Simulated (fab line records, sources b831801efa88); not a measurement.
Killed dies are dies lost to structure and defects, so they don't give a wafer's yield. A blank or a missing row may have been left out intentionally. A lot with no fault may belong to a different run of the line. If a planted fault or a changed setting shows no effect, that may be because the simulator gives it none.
2 desks, one fault :: flow sky130 :: numbers are kept per desk, each desk with only its own; the story behind them comes last

== AT THE METROLOGY DESK ==
What the gauges read, lot by lot, whatever tool the lot ran on: means of the sampled wafers that have a number. A lot is out of limits, marked OUT, if its mean lies more than 4 standard deviations from the usual mean; the brackets give that distance.
Columns: A = NWELL_RS at SKY_NWELL_RS_MEAS_29, usual 624.8 ohm/sq; B = PWDE_RS at SKY_NWELL_RS_MEAS_31, usual 5276 ohm/sq; C = cd-nm at SKY_VT_ADJUST_HVTP_CD_MEAS_07, usual 380.3 nm; D = VT_ADJUST_HVTP_OVL at SKY_VT_ADJUST_HVTP_OVL_MEAS_08, usual 0.2 nm
lot: L472
first seen here: day 5 10:22
A: 624.3
B: 5251
C: 382.3
D: 1.3

lot: L480
first seen here: day 7 10:00
A: 624.6
B: 5253
C: 381.2
D: 1.2

lot: L481
first seen here: day 7 15:34
A: 626.2
B: 5279
C: 375.8
D: -1.9

lot: L482
first seen here: day 7 18:10
A: 624.9
B: 5283
C: 382.2
D: 2.4

lot: L491
first seen here: day 10 07:33
A: 626.9
B: 5261
C: 381.5
D: 0.0

lot: L495
first seen here: day 11 03:23
A: 622.6
B: 5326
C: 378.1
D: 1.7
This desk found nothing out of limits on any of the 6 lots.

== DESK OF THE TOOL OWNER: implanter-03 ==
For each lot that ran on this tool, the mean over its sampled wafers that have a number, from the tool's own readings at SKY_VT_ADJUST_HVTP_IMPLANT_09. A lot is out of limits, marked OUT, if its mean lies more than 4 standard deviations from the usual mean; the brackets give that distance.
Columns: A = beam-energy-keV at SKY_VT_ADJUST_HVTP_IMPLANT_09, usual 149.99; B = beam-on-s at SKY_VT_ADJUST_HVTP_IMPLANT_09, usual 10.01 s
lot: L480
first seen here: day 8 06:07
A: 150.00
B: 9.85

lot: L481
first seen here: day 8 12:29
A: 156.30 (+99 or more) OUT
B: 9.86

lot: L482
first seen here: day 8 14:38
A: 156.28 (+99 or more) OUT
B: 10.10
This desk's verdict: out of limits on L481, L482, starting with L481 at day 8 12:29 (beam-energy-keV at SKY_VT_ADJUST_HVTP_IMPLANT_09). L480 stayed within limits.

== PUT TOGETHER ==
The tool owner's desk had the chance to raise an alarm at day 8 12:29 on L481, L482.
Metrology desk: nothing out of limits seen.
The metrology desk holds a record of L481, L482, inside its limits.
Every lot named ran SKY_VT_ADJUST_HVTP_IMPLANT_09 on implanter-03.

== WHAT THE SIMULATOR HAD PUT IN ==
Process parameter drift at SKY_VT_ADJUST_HVTP_IMPLANT_09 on implanter-03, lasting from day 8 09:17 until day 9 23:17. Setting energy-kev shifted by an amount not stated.
Shown lots that were struck: L481, L482.
How many hours passed from the start of the fault until each desk's first out-of-limits reading: the tool owner's desk, 3.
